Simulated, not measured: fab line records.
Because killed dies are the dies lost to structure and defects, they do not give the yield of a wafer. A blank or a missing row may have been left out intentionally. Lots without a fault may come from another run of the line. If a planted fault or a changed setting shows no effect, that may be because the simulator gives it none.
A lot that was struck, set against a sound lot + flow sfqLine + 42 steps out of a route of 325
Sound: the wafers L676.1, L676.3, L676.6. Struck: wafer L679.1 (L679.4, L679.5, from the same lot, were not struck and are left out); the cause is given at the end.
Each step with rows lists, per side, the tool, then ch with its chambers, then its first start. Under that, the readings that differ: sound wafers + struck wafers + difference of the means + sigmas: that difference in standard deviations of wafers without a fault.
alike: a reading whose means differ by less than 2 such deviations, as well as words and numbers matching on both sides. not compared: withheld readings; readings where some wafer has no value; bounds like >300 that might hide an equal value; numbers whose values overlap and for which the record gives no deviation.
A row with sigmas, a row that says differs or no value, or rows on one side alone: a step with any of these is where the two part. Numbers that don't overlap but have no deviation are shown without sigmas and don't part them. A reading missing from all wafers of one side parts the sides only when that side holds two or more wafers.

first, 6 steps without rows for these wafers: SFQ_TRILAYER_L0_VIA_LITHO_COAT_018 (resist thk 62 nm); SFQ_TRILAYER_L0_VIA_LITHO_COAT_013 (resist thk 650 nm); SFQ_TRILAYER_L0_VIA_LITHO_SOFTBAKE_017; SFQ_TRILAYER_L0_VIA_LITHO_EXPOSE_014 (exposes mask L0V, target cd 700 nm); SFQ_TRILAYER_L0_VIA_LITHO_PEB_016 (peb time 60 s); SFQ_TRILAYER_L0_VIA_LITHO_DEVELOP_015 (time 60 s).
SFQ_L0V_OVL_MEAS_903:
  sound on overlay-01 at day 8 02:41; struck on overlay-02 at day 10 06:11
  alike: L0V_OVL
SFQ_TRILAYER_L0_VIA_BARC_OPEN_VIA_ETCH_021: etches BARC in O2, target depth 125 nm, time 41.7 s.
  sound on rieDiel-02 ch 0,1,3, day 8 02:44; struck on rieDiel-02 ch 2, day 10 06:14
  alike: drypumpMotorCurrentA, oesProductAu
  not compared: rfHoursCounterH
SFQ_TRILAYER_L0_VIA_ETCH_VIA_ETCH_016: etches SiO2 in CHF3, stops on MoNx KI, target depth 80 nm.
  sound on rieDiel-02 ch 0,1,3, day 8 02:46; struck on rieDiel-02 ch 2, day 10 06:16
  alike: drypumpMotorCurrentA, oesProductAu
then, 3 steps without rows for these wafers: SFQ_TRILAYER_L0_VIA_STRIP_STRIP_017 (strips in O2); SFQ_TRILAYER_L0_VIA_STRIP_SOLV_CLEAN_018 (cleans in NMP, time 600 s); SFQ_TRILAYER_M0_DEP_PRE_CLEAN_020 (time 15 s).
SFQ_TRILAYER_M0_DEP_SPUTTER_019: material Nb, target thk 200 nm, time 133.3 s.
  sound on pvdSputter-06 at day 8 03:37; struck on pvdSputter-06 at day 10 07:07
| reading                                            | sound           | struck | difference | sigmas |
|----------------------------------------------------|-----------------|--------|------------|--------|
| model.Nb_of_TRILAYER_M0_DEP_SPUTTER_019.thkNm (nm) | 202.8 201.7 201 | 221.3  | +19.5      |        |
  alike: throttleValvePct
SFQ_M0_RS_MEAS_904: a four-point-probe measurement.
  sound on filmMetro-02 at day 8 03:42; struck on filmMetro-03 at day 10 07:12
| reading           | sound             | struck | difference | sigmas |
|-------------------|-------------------|--------|------------|--------|
| M0_NB_RS (ohm/sq) | 0.877 0.882 0.887 | 0.801  | -0.081     | -8     |
then, 6 steps without rows for these wafers: SFQ_TRILAYER_M0_LITHO_COAT_026 (resist thk 62 nm); SFQ_TRILAYER_M0_LITHO_COAT_021 (resist thk 600 nm); SFQ_TRILAYER_M0_LITHO_SOFTBAKE_025; SFQ_TRILAYER_M0_LITHO_EXPOSE_022 (exposes mask M0, target cd 500 nm); SFQ_TRILAYER_M0_LITHO_PEB_024 (peb time 60 s); SFQ_TRILAYER_M0_LITHO_DEVELOP_023 (time 60 s).
-- the record jumps here: 5 days lie between the struck wafers' starts before and after --
SFQ_M0_OVL_MEAS_906:
  sound on overlay-02 at day 12 09:40; struck on overlay-02 at day 14 20:36
  alike: M0_OVL
then, 1 step without rows for these wafers: SFQ_TRILAYER_M0_BARC_OPEN_METAL_ETCH_031 (etches BARC in O2, target depth 125 nm, time 41.7 s).
SFQ_TRILAYER_M0_ETCH_METAL_ETCH_024: etches Nb in Cl2/Ar, stops on SiO2, target depth 240 nm, time 120 s.
  sound on rieMetal-01 ch 0,1, day 12 09:46; struck on rieMetal-01 ch 0, day 14 20:42
| reading             | sound             | struck | difference | sigmas |
|---------------------|-------------------|--------|------------|--------|
| oesProductAu (a.u.) | 0.904 0.900 0.894 | 0.945  | +0.046     | +7     |
  alike: drypumpMotorCurrentA
  not compared: rfHoursCounterH
then, 3 steps without rows for these wafers: SFQ_TRILAYER_M0_STRIP_STRIP_025 (strips in O2); SFQ_TRILAYER_M0_STRIP_SOLV_CLEAN_026 (cleans in NMP, time 600 s); SFQ_TRILAYER_I0_DEP_PECVD_027 (deposits SiO2 from SiH4/N2O, time 111.11 s, target thk 500 nm).
SFQ_TRILAYER_I0_CMP_CMP_028: polishes SiO2.
  sound on cmp-01 ch 2,3, day 12 14:56; struck on cmp-01 ch 2, day 14 22:11
  alike: motorCurrentA, retainingRingPressureFrac, slurryFlowMlMin, timeToEndpointS
SFQ_I0_BOW_MEAS_907:
  sound on filmMetro-02 at day 12 17:26; struck on filmMetro-03 at day 15 00:41
  alike: I0_BOW
then, 7 steps without rows for these wafers: SFQ_TRILAYER_I0_METRO_MEASURE_029; SFQ_TRILAYER_I0_VIA_LITHO_COAT_036 (resist thk 62 nm); SFQ_TRILAYER_I0_VIA_LITHO_COAT_031 (resist thk 650 nm); SFQ_TRILAYER_I0_VIA_LITHO_SOFTBAKE_035; SFQ_TRILAYER_I0_VIA_LITHO_EXPOSE_032 (exposes mask I0, target cd 500 nm); SFQ_TRILAYER_I0_VIA_LITHO_PEB_034 (peb time 60 s); SFQ_TRILAYER_I0_VIA_LITHO_DEVELOP_033 (time 60 s).
-- the record jumps here: 5 days lie between the struck wafers' starts before and after --
SFQ_I0_OVL_MEAS_908:
  sound on overlay-01 at day 17 21:42; struck on overlay-01 at day 19 23:52
  alike: I0_OVL
then, 1 step without rows for these wafers: SFQ_TRILAYER_I0_VIA_BARC_OPEN_VIA_ETCH_046 (etches BARC in O2, target depth 125 nm, time 41.7 s).
SFQ_TRILAYER_I0_VIA_ETCH_VIA_ETCH_034: etches SiO2 in CHF3, stops on Nb, target depth 260 nm.
  sound on rieDiel-01 ch 1,2,3, day 17 21:47; struck on rieDiel-02 ch 1, day 19 23:56
  alike: drypumpMotorCurrentA, oesProductAu
SFQ_TRILAYER_I0_VIA_STRIP_STRIP_035: strips in O2.
  sound on rieMetal-01 ch 0,1, day 17 21:53; struck on rieMetal-01 ch 1, day 20 00:03
  alike: drypumpMotorCurrentA, oesProductAu
  not compared: rfHoursCounterH
then, 2 steps without rows for these wafers: SFQ_TRILAYER_I0_VIA_STRIP_SOLV_CLEAN_036 (cleans in NMP, time 600 s); SFQ_TRILAYER_M1_DEP_PRE_CLEAN_038 (time 22.5 s).
-- the record jumps here: 68 days lie between the struck wafers' starts before and after --
SFQ_M8_BOW_MEAS_951:
  sound on filmMetro-02 at day 87 13:10; struck on filmMetro-03 at day 88 04:58
| reading                | sound                | struck | difference | sigmas |
|------------------------|----------------------|--------|------------|--------|
| M8_BOW (um)            | 26 20 8              | -5     | -23        | -2     |
| model.etest.m0.ohmUm   | 1.753 1.773 1.774    | 1.608  | -0.159     |        |
| model.etest.i0.linkOhm | 1.937 1.95 1.953     | 1.877  | -0.070     |        |
| model.etest.m0.ohmSq   | 0.8778 0.8828 0.8859 | 0.8046 | -0.0776    |        |

== WHERE THEY PART ==
Earliest at SFQ_M0_RS_MEAS_904; latest, in this record, at SFQ_M8_BOW_MEAS_951.

WHY: what had been put in by the simulator
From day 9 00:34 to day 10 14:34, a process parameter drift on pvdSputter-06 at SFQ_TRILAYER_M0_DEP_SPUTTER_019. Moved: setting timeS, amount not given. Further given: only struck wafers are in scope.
